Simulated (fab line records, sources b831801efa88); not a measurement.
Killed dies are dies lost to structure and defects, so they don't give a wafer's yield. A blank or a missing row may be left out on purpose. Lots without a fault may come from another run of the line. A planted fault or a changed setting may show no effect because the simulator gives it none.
Split-lot experiment | flow sfq_line | 5 lots, 23 wafers read, on a route of 325 steps

THE SPLIT
At SFQ_TRILAYER_I3_DEP_PECVD_081 (deposits SiO2 from SiH4/N2O, time 111.11 s, target thk 500 nm), the setting time_s was moved away from the recipe's 111.11 s on 8 of the 23 wafers read, by -11.6% to +6.5%. The other wafers ran this setting at the recipe's value.

The reading is taken at the split's own step.

THE READING
SiO2_of_TRILAYER_I3_DEP_PECVD_081.thk_nm (the simulator's own value, which no gauge read), in nm, at SFQ_TRILAYER_I3_DEP_PECVD_081 (deposits SiO2 from SiH4/N2O, time 111.11 s, target thk 500 nm). The file gives no usual value for it. The 15 wafers here that ran the recipe average 497.2 nm, standard deviation 8.7 nm.

wafer  | tool, chamber at the split | time_s as run, s | against the recipe | SiO2_of_TRILAYER_I3_DEP_PECVD_081.thk_nm, nm | against lot-mates on the recipe
L074.1 | pecvd-03, 1                | 111.11           | recipe             | 489.1                                        | -
L074.5 | pecvd-03, 1                | 111.11           | recipe             | 493.6                                        | -
L074.6 | pecvd-03, 0                | 111.11           | recipe             | 502.1                                        | -
L076.1 | pecvd-01, 1                | 118.3            | +6.5%              | 529.5                                        | +27.9
L076.2 | pecvd-01, 2                | 111.11           | recipe             | 489.8                                        | -
L076.4 | pecvd-01, 2                | 118.3            | +6.5%              | 530                                          | +28.4
L076.5 | pecvd-01, 1                | 111.11           | recipe             | 513.4                                        | -
L076.6 | pecvd-01, 0                | 118.3            | +6.5%              | 534.2                                        | +32.6
L077.2 | pecvd-02, 1                | 111.11           | recipe             | 494.9                                        | -
L077.3 | pecvd-02, 0                | 111.11           | recipe             | 488.8                                        | -
L077.4 | pecvd-02, 0                | 111.11           | recipe             | 503.2                                        | -
L077.5 | pecvd-02, 2                | 111.11           | recipe             | 497.2                                        | -
L077.6 | pecvd-02, 1                | 111.11           | recipe             | 497                                          | -
L081.1 | pecvd-02, 1                | 111.11           | recipe             | 489.5                                        | -
L081.2 | pecvd-02, 0                | 98.25            | -11.6%             | 431.8                                        | -58.2
L081.3 | pecvd-02, 2                | 111.11           | recipe             | 481.1                                        | -
L081.4 | pecvd-02, 0                | 111.11           | recipe             | 499.4                                        | -
L081.5 | pecvd-02, 1                | 98.25            | -11.6%             | 444.2                                        | -45.8
L083.1 | pecvd-03, 2                | 100              | -10.0%             | 446.3                                        | -62.9
L083.2 | pecvd-03, 0                | 111.11           | recipe             | 509.4                                        | -
L083.4 | pecvd-03, 2                | 100              | -10.0%             | 457.5                                        | -51.7
L083.5 | pecvd-03, 0                | 111.11           | recipe             | 509                                          | -
L083.6 | pecvd-03, 1                | 100              | -10.0%             | 459.4                                        | -49.8

THE FIT
A straight line over all 23 wafers: SiO2_of_TRILAYER_I3_DEP_PECVD_081.thk_nm changes by +4.82 nm for each +1% of time_s; r = +0.95; the points scatter about the line by 8.3 nm.
The same after taking each lot's own level away (the mean of its wafers on the recipe; 23 wafers): +4.91 nm for each +1%; r = +0.97; scatter 6.8 nm.
On that fit, the largest move of time_s shifts the reading by 57 nm.
The lots' own levels span 490.00 to 509.20 nm, that is 2.2 times the standard deviation above.
So the lot-to-lot level changes the slope little: the two slopes agree.
Check: with one of the wafers moved furthest among these (-11.6%) left out of the fit, the line predicts -57.2 nm for it against its lot-mates. It came out at -58.2 nm against them.

OTHER SPLITS ON THESE WAFERS
These wafers also went through other splits before the reading. Each is held against what the fit with the lots' levels taken away leaves over:
other split on the same wafers           | wafers away from the commonest value | r with SiO2_of_TRILAYER_I3_DEP_PECVD_081.thk_nm (lot level and that fit taken away)
SFQ_TRILAYER_M3_LITHO_PEB_078 peb_time_s | 9                                    | -0.10

THE WHOLE CHAIN: every reading that the file lists as answering this split, in the file's order
step                          | what it does                                                  | reading                                                                                   | change (the file's fit)              | r (the file's)
SFQ_TRILAYER_I3_DEP_PECVD_081 | deposits SiO2 from SiH4/N2O, time 111.11 s, target thk 500 nm | SiO2_of_TRILAYER_I3_DEP_PECVD_081.thk_nm (the simulator's own value, which no gauge read) | +4.86 nm for each +1% of the setting | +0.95
SFQ_TRILAYER_I3_CMP_CMP_082   | polishes SiO2                                                 | time_to_endpoint_s                                                                        | withheld for each +1% of the setting | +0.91

THE FILE'S OWN FIT
SiO2_of_TRILAYER_I3_DEP_PECVD_081.thk_nm changes by +4.86 nm for each +1% of time_s, r = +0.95.
